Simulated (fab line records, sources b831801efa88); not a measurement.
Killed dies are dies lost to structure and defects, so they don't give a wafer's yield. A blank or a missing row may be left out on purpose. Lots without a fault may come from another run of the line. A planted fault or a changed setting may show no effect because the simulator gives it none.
Which tool did it? | flow gf180mcu | 7 lots, 21 wafers sampled, at 1 step of a route of 602

WHAT THE GAUGES READ, wafer by wafer
GF_VT_IMPLANT_OVL_MEAS_18.
lot  | measured     | on         | VT_IMPLANT_01_OVL (nm)
L355 | day 6 17:43  | overlay-02 | -0.6 0.0 -1.0
L357 | day 7 07:31  | overlay-01 | 1.3 0.8 0.0
L359 | day 7 21:47  | overlay-01 | 0.4 2.5 0.2
L361 | day 8 07:34  | overlay-02 | 0.4 1.8 1.3
L363 | day 8 23:35  | overlay-02 | 1.8 1.5 1.6
L370 | day 10 16:16 | overlay-01 | 1.5 1.3 0.0
L375 | day 11 22:58 | overlay-02 | 1.7 3.2 1.0

WHICH TOOL RAN EACH LOT (tool, then ch and the chambers of the sampled wafers, then the start)
The record holds no process step before these readings.

THE ANSWER, worked out from the rows above alone
Rule: what is usual is taken from the lots themselves. Put in order of their means at a reading, lots are off if they are a third of the lots or fewer, leave a main group of 4 or more, and stand apart from it by a gap of 3 or more times the standard deviation of the main group's means; of several such gaps the widest counts. A main group whose means are all the same, to the digits that the tables above print for the reading, isn't used. A lot without any number at a reading at which 4 lots or more have one is off too. The other lots that the step has rows for count as sound.
No lot is off at any reading shown: from this, nothing can be told.

WHAT THE SIMULATOR HAD PUT IN
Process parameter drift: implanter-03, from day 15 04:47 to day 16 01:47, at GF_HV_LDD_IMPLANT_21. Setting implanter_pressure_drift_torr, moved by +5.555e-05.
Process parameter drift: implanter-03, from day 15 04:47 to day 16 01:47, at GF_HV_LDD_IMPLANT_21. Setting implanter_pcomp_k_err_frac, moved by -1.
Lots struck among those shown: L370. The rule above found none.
